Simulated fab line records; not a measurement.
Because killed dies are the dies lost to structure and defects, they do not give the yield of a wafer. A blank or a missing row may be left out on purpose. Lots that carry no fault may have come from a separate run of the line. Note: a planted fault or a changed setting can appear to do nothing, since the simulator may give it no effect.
Which tool did it? + flow gf180mcu + 21 wafers from 7 lots sampled at 2 of the route's 602 steps

## WHAT THE GAUGES READ, wafer by wafer
GF_STI_THK_MEAS_22.
| lot  | measured    | on            | STI_OXIDATION_01_THK (nm) |
|------|-------------|---------------|---------------------------|
| L386 | day 2 07:44 | film_metro-01 | 15.16 15.06 15.35         |
| L397 | day 4 17:46 | film_metro-03 | - - -                     |
| L399 | day 5 03:43 | film_metro-03 | - - -                     |
| L401 | day 5 17:20 | film_metro-02 | 14.99 14.89 15.17         |
| L403 | day 6 04:23 | film_metro-02 | 15.54 15.32 15.27         |
| L405 | day 6 13:56 | film_metro-03 | 15.12 15.22 14.89         |
| L408 | day 7 06:25 | film_metro-02 | 14.50 14.70 14.92         |

## EACH LOT AND THE TOOL THAT RAN IT (in order: tool; ch and the chambers of the sampled wafers; start)
| lot  | GF_STI_CVD_03              |
|------|----------------------------|
| L386 | lpcvd-02 ch 1, day 1 17:10 |
| L397 | lpcvd-02 ch 1, day 4 00:03 |
| L399 | lpcvd-02 ch 0, day 4 09:34 |
| L401 | lpcvd-01 ch 0, day 4 19:34 |
| L403 | lpcvd-01 ch 1, day 5 08:12 |
| L405 | lpcvd-01 ch 1, day 5 20:10 |
| L408 | lpcvd-01 ch 1, day 6 11:28 |
- GF_STI_CVD_03: deposits Si3N4 from DCS/NH3, target thk 207.16 nm, time 3551 s.

## THE ANSWER, worked out from the rows above alone
Rule: usual is defined by the lots themselves. Put in order of their means at a reading, lots are off if they are a third of the lots or fewer, leave a main group of 4 or more, and stand apart from it by a gap of 3 or more times the standard deviation of the main group's means; of several such gaps the widest counts. If all means in a main group match to the digits the tables above print for the reading, that group is not used. Also off: a lot with no number at a reading for which 4 or more lots have one. The other lots that the step has rows for count as sound.
Off: at GF_STI_THK_MEAS_22 (STI_OXIDATION_01_THK), L397, L399. Without a number there: L397, L399. The main group has a mean of 15.07 nm with a standard deviation of 0.22.
A tool fits if, at a process step before that reading, it ran every lot that is off, and no sound lot after the first of them. Those tools and the gauges at GF_STI_THK_MEAS_22 are tried in the same way. One candidate fits, namely lpcvd-02 at GF_STI_CVD_03. Its last sound lot is L386 (day 1 17:10), its first lot that is off L397 (day 4 00:03): a fault that began between those two fits.

## WHAT THE SIMULATOR PUT IN
Whole step skipped at GF_STI_CVD_03 on lpcvd-02, starting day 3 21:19. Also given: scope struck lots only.
Struck lots among those shown: L397, L399. This agrees with what the rule above found.
